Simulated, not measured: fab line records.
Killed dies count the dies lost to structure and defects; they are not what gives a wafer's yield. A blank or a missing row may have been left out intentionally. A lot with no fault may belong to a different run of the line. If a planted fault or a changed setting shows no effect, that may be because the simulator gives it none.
A lot that was struck, set against a sound lot -- flow sky130 -- 14 steps out of a route of 708
Sound: these wafers, L140.1, L140.5, L140.6. Wafers struck: L155.4, L155.5, L155.6. The cause is named last.
Each step with rows lists, per side, the tool, then ch with its chambers, then its first start. Under that, the readings that differ: sound wafers -- struck wafers -- difference of the means -- sigmas: that difference in standard deviations of wafers without a fault.
alike: readings with means less than 2 such deviations apart, plus words and numbers identical on both sides. not compared: withheld readings, readings lacking a value on some wafer, bounds such as >300 that could conceal the same value, and numbers that have no deviation in the record and whose values overlap.
Wherever a step has rows on one side only, a row that says differs or no value, or a row with sigmas, the two part there. When numbers do not overlap yet have no deviation, they are printed without sigmas and do not part them. Lack of a reading on every wafer of one side parts them only where that side has two or more wafers.

first, 5 steps without rows for these wafers: SKY_GATE_OXIDE_COAT_05 (resist thk 1140 nm); SKY_GATE_OXIDE_SOFTBAKE_06 (time 60 s); SKY_GATE_OXIDE_EXPOSE_07 (exposes mask LVOM, target cd 600 nm); SKY_GATE_OXIDE_PEB_08; SKY_GATE_OXIDE_DEVELOP_09 (develop time 60 s).
SKY_GATE_OXIDE_OVL_MEAS_10:
  sound: overlay-02 at day 14 01:17; struck: overlay-01 at day 19 14:23
  alike: GATE_OXIDE_OVL
then, 2 steps without rows for these wafers: SKY_GATE_OXIDE_IMPLANT_11; SKY_GATE_OXIDE_WET_ETCH_12 (etches SiO2 in dHF, target depth 16.8 nm, time 336 s).
SKY_GATE_OXIDE_STRIP_13: strips in O2/N2.
  sound on plasmaAsher-03 ch 0,1, day 14 01:35; struck on plasmaAsher-02 ch 0,1, day 19 14:41
  alike: drypumpMotorCurrentA, oesProductAu, stripTimeToEndpointS
  not compared: rfHoursCounterH
SKY_GATE_OXIDE_TW_MEAS_14:
  sound: filmMetro-04 at day 14 01:41; struck: filmMetro-02 at day 19 14:47
reading,sound,struck,difference,sigmas
GATE_OXIDE_TW,226.3 225.8 226.1,220.2 220.5 221.0,-5.5,-2
then, 2 steps without rows for these wafers: SKY_GATE_OXIDE_CLEAN_15 (cleans in SC1/SC2, time 150 s); SKY_GATE_OXIDE_OXIDATION_16 (stabilise 600 s, purge 300 s, target thk 3.57 nm).
SKY_POLY_GATE_CVD_00: deposits poly-Si, target thk 180 nm, time 720 s.
  sound on lpcvd-01 ch 0, day 14 03:21; struck on lpcvd-01 ch 1, day 19 17:10
reading,sound,struck,difference,sigmas
spikeTcBottomC (C),642.7 645.9 645.1,653.5 652.4 653.5,+8.6,+5
spikeTcCentreC (C),622.1 620.0 621.2,632.2 632.0 630.5,+10.5,+10
spikeTcLowerC (C),620.5 621.1 620.0,631.8 631.7 632.7,+11.5,+12
spikeTcTopC (C),639.0 639.3 640.4,652.6 653.6 654.0,+13.8,+7
spikeTcUpperC (C),618.6 617.7 618.4,629.0 629.7 630.1,+11.4,+12
susceptorTempC (C),619.66 620.01 619.65,631.73 631.19 631.47,+11.69,+42
model.poly-Si_of_POLY_GATE_CVD_00.thkNm (nm),180.4 179.3 180,236.4 236 235.6,+56.1,
SKY_POLY_GATE_THK_MEAS_01:
  sound: filmMetro-04 at day 14 04:33; struck: filmMetro-04 at day 19 18:38
reading,sound,struck,difference,sigmas
POLY_GATE_CVD_00_THK (nm),180.3 179.3 180.1,236.3 236.0 235.8,+56.1,+51
  not compared: hold

## WHERE THEY PART
First at SKY_GATE_OXIDE_TW_MEAS_14; last, within this record, at SKY_POLY_GATE_THK_MEAS_01.

WHY: whatever the simulator had introduced
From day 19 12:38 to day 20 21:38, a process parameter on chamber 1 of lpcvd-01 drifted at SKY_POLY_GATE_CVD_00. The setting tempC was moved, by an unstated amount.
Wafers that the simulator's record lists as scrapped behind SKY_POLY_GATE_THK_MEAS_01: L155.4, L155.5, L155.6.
